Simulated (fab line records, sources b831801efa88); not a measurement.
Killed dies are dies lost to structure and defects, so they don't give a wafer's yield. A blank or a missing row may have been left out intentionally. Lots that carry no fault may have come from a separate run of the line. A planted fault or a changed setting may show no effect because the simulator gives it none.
What tool caused it? | flow gf180mcu | 11 lots, 33 wafers sampled, at 5 steps of a route of 602

== WHAT EACH GAUGE READ, for each wafer ==
GF_V4_THK_MEAS_03.
lot  | measured     | on            | V4_CVD_02_THK (nm)
L309 | day 23 12:34 | film-metro-03 | 836 847 857
L312 | day 24 19:00 | film-metro-01 | 858 870 882
L313 | day 25 01:38 | film-metro-01 | 844 847 868
L314 | day 25 13:11 | film-metro-04 | 846 844 849
L320 | day 27 15:10 | film-metro-04 | 843 846 850
L322 | day 28 04:03 | film-metro-04 | 1216 1236 1241
L325 | day 29 11:16 | film-metro-03 | 871 860 867
L324 | day 29 01:31 | film-metro-01 | 1224 1228 1247
L326 | day 29 08:18 | film-metro-03 | 866 871 865
L329 | day 30 01:39 | film-metro-04 | 844 859 863
L331 | day 30 13:46 | film-metro-01 | 831 861 860

== WHAT TOOL EACH LOT RAN ON (gives the tool, then ch and the chambers of the sampled wafers, and finally the start) ==
lot  | GF_V2_STRIP_18                       | GF_V2_CMP_26                  | GF_V3_SPUTTER_21             | GF_V4_CVD_02
L309 | plasma-asher-04 ch 0,1, day 20 07:59 | cmp-02 ch 1,2,3, day 20 08:57 | pvd-sputter-02, day 22 11:19 | pecvd-02 ch 1,2, day 23 12:29
L312 | plasma-asher-02 ch 0,1, day 21 17:04 | cmp-02 ch 0,1, day 21 18:00   | pvd-sputter-02, day 23 19:29 | pecvd-01 ch 1,2, day 24 18:55
L313 | plasma-asher-01 ch 0,1, day 22 00:02 | cmp-01 ch 0,1,3, day 22 00:57 | pvd-sputter-01, day 24 01:49 | pecvd-01 ch 0,1,2, day 25 01:34
L314 | plasma-asher-01 ch 0,1, day 22 12:05 | cmp-02 ch 0,1,2, day 22 13:00 | pvd-sputter-01, day 24 13:08 | pecvd-01 ch 0,1,2, day 25 13:07
L320 | plasma-asher-04 ch 0,1, day 24 19:20 | cmp-02 ch 1,2,3, day 24 20:25 | pvd-sputter-03, day 26 16:55 | pecvd-01 ch 0,1,2, day 27 15:06
L322 | plasma-asher-01 ch 0,1, day 25 10:34 | cmp-01 ch 0,1,2, day 25 11:33 | pvd-sputter-02, day 27 06:04 | pecvd-01 ch 0,1,2, day 28 03:58
L325 | plasma-asher-01 ch 0, day 26 06:50   | cmp-01 ch 2,3, day 26 20:01   | pvd-sputter-01, day 28 14:10 | pecvd-04 ch 1,2, day 29 11:12
L324 | plasma-asher-04 ch 0,1, day 26 09:11 | cmp-01 ch 1,2,3, day 26 10:13 | pvd-sputter-02, day 28 04:11 | pecvd-01 ch 1,2, day 29 01:26
L326 | plasma-asher-01 ch 0,1, day 26 15:28 | cmp-02 ch 1,2,3, day 26 16:31 | pvd-sputter-03, day 28 11:33 | pecvd-02 ch 0,1,2, day 29 08:14
L329 | plasma-asher-02 ch 0,1, day 27 10:05 | cmp-02 ch 0,1,3, day 27 11:01 | pvd-sputter-01, day 29 04:19 | pecvd-04 ch 1,2, day 30 01:35
L331 | plasma-asher-02 ch 0,1, day 27 23:11 | cmp-01 ch 1,2,3, day 28 00:16 | pvd-sputter-02, day 29 17:31 | pecvd-04 ch 0,1,2, day 30 13:41
- GF_V2_STRIP_18: strips in O2/N2.
- GF_V2_CMP_26: polishes, stops on SiO2, t overpolish 15 s, target thk 0 nm.
- GF_V3_SPUTTER_21: material Ti, target thk 15 nm, time 80.02 s.
- GF_V4_CVD_02: deposits SiO2 from TEOS, target thk 850 nm, time 94.851 s.

== AS READ BY THE TOOLS THEMSELVES (means over the sampled wafers that have a number; for cases with no such wafer, the mark the record gives instead) ==
GF_V2_STRIP_18.
lot  | tool            | drypump-motor-current-A (A) | heater-power-w (W) | oes-product-au (a.u.)
L309 | plasma-asher-04 | 5.1                         | 342                | 0.595
L312 | plasma-asher-02 | 6.1                         | 308                | 0.587
L313 | plasma-asher-01 | 5.6                         | 344                | 0.592
L314 | plasma-asher-01 | 5.8                         | 348                | 0.595
L320 | plasma-asher-04 | 5.1                         | 341                | 0.593
L322 | plasma-asher-01 | 5.8                         | 352                | 0.592
L325 | plasma-asher-01 | 6.0                         | 352                | 0.592
L324 | plasma-asher-04 | 5.1                         | 343                | 0.591
L326 | plasma-asher-01 | 5.6                         | 347                | 0.600
L329 | plasma-asher-02 | 6.1                         | 306                | 0.593
L331 | plasma-asher-02 | 5.9                         | 313                | 0.589

GF_V2_CMP_26.
lot  | tool   | motor-current-A (A) | overpolish-run-s (s) | slurry-flow-ml-min | time-to-endpoint-s (s)
L309 | cmp-02 | 10.4                | 15.000               | 149.2              | 83
L312 | cmp-02 | 10.6                | 15.004               | 150.0              | 81
L313 | cmp-01 | 12.1                | 14.999               | 150.4              | 85
L314 | cmp-02 | 10.4                | 14.994               | 149.8              | 79
L320 | cmp-02 | 10.5                | 14.999               | 149.7              | 84
L322 | cmp-01 | 12.3                | 14.995               | 150.1              | 87
L325 | cmp-01 | 11.6                | 15.003               | 149.9              | 91
L324 | cmp-01 | 11.7                | 15.004               | 149.9              | 91
L326 | cmp-02 | 10.2                | 15.005               | 149.6              | 84
L329 | cmp-02 | 10.3                | 15.004               | 149.8              | 88
L331 | cmp-01 | 10.9                | 15.000               | 149.7              | 90

GF_V3_SPUTTER_21.
lot  | tool           | throttle-valve-pct (%)
L309 | pvd-sputter-02 | 29.8
L312 | pvd-sputter-02 | 29.9
L313 | pvd-sputter-01 | 29.5
L314 | pvd-sputter-01 | 30.3
L320 | pvd-sputter-03 | 31.0
L322 | pvd-sputter-02 | 30.3
L325 | pvd-sputter-01 | 30.1
L324 | pvd-sputter-02 | 29.1
L326 | pvd-sputter-03 | 30.7
L329 | pvd-sputter-01 | 30.2
L331 | pvd-sputter-02 | 30.4

GF_V4_CVD_02.
lot  | tool     | heater-power-w (W)
L309 | pecvd-02 | 583
L312 | pecvd-01 | 680
L313 | pecvd-01 | 580
L314 | pecvd-01 | 578
L320 | pecvd-01 | 614
L322 | pecvd-01 | 655
L325 | pecvd-04 | 635
L324 | pecvd-01 | 695
L326 | pecvd-02 | 718
L329 | pecvd-04 | 576
L331 | pecvd-04 | 642

== THE ANSWER, worked out from the rows above alone ==
Rule: the usual values come from the lots themselves. The widest of any qualifying gaps counts: lots, ordered by their means at a reading, are off when they make up no more than a third of the lots, leave a main group of 4 or more, and stand apart from it by 3 or more times the standard deviation of that group's means. A main group is skipped when, at the precision printed for the reading in the tables above, its means are all equal. A lot without any number at a reading at which 4 lots or more have one is off too. All remaining lots with rows at the step are treated as sound. Order of review: gauges by route order, followed by the tools' own readings, for which a lot's mean as printed above is used. At the first step where some lot is off, the reading lying furthest off is the one used; lots without a number count as furthest.
Off: at GF_V4_THK_MEAS_03 (V4_CVD_02_THK), L322, L324. Mean 856 nm and standard deviation 9 in the main group.
If a tool, at a process step before that reading, ran all the lots that are off and no sound lot after the first of them, it fits. Gauges at GF_V4_THK_MEAS_03: tried the same way as those tools. One fits: pecvd-01 at GF_V4_CVD_02. A fault onset in the window from L320 (day 27 15:06, its last sound lot) to L322 (day 28 03:58, its first lot off) fits.

== WHAT WAS PUT IN BY THE SIMULATOR ==
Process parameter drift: pecvd-01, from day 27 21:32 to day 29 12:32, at GF_V4_CVD_02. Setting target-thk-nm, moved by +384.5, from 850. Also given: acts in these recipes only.
Shown lots that were struck: L322, L324. The rule above reached the same finding.
